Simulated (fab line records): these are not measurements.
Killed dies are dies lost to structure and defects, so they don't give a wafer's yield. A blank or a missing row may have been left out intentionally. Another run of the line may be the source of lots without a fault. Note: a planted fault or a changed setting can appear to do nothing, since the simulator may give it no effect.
The tool behind it: which one?    flow gf180mcu    at 1 step of a route of 602, 14 lots with 42 wafers sampled

## WHAT THE GAUGES SHOWED, per wafer
GF_SAB_CD_MEAS_09: target cd 420 nm. Usual: cd-nm 419.9 nm, standard deviation 1.9.
lot   measured      on         cd-nm (nm)         flag
L315  day 15 10:52  cd-sem-01  418.7 418.5 418.6  
L316  day 16 02:06  cd-sem-01  419.5 419.4 423.2  
L317  day 16 11:18  cd-sem-02  422.4 421.6 418.8  
L321  day 17 16:53  cd-sem-02  420.0 418.7 417.0  
L322  day 18 00:47  cd-sem-01  421.7 422.3 420.1  
L323  day 18 07:44  cd-sem-02  419.6 417.9 418.6  
L324  day 18 14:20  cd-sem-02  419.5 419.0 419.4  
L327  day 20 00:41  cd-sem-01  419.4 419.9 420.3  
L328  day 20 08:29  cd-sem-02  419.0 419.7 419.5  
L331  day 21 07:49  cd-sem-01  421.5 425.5 421.6  
L332  day 21 17:38  cd-sem-01  419.2 421.0 419.4  
L334  day 22 05:11  cd-sem-02  421.8 420.2 422.7  
L335  day 22 16:47  cd-sem-01  420.2 420.4 416.3  
L337  day 23 03:44  cd-sem-01  418.2 418.2 417.7  

## EACH LOT AND THE TOOL THAT RAN IT (in order: tool; ch and the chambers of the sampled wafers; start)
Before these readings, the record contains no process step.

## AS READ BY THE TOOLS THEMSELVES (means over the sampled wafers that have a number; for cases with no such wafer, the mark the record gives instead)
The record holds no such reading with a usual standard deviation.

## THE ANSWER, worked out from the rows above alone
Rule: lot off if the mean of its wafers having a number is beyond 3 standard deviations from the usual mean. A lot without any number at a reading at which 4 lots or more have one is off too. Any other lot the step has rows for is counted as sound. The gauges are gone through in route order, then the tools' own readings, and for those a lot's mean is taken as printed above. The first step at which some lot is off is used, and at that step the reading that is off furthest; a lot without a number counts as furthest.
Nothing can be told from this: no lot is off at any reading shown.

## WHAT THE SIMULATOR HAD INSERTED
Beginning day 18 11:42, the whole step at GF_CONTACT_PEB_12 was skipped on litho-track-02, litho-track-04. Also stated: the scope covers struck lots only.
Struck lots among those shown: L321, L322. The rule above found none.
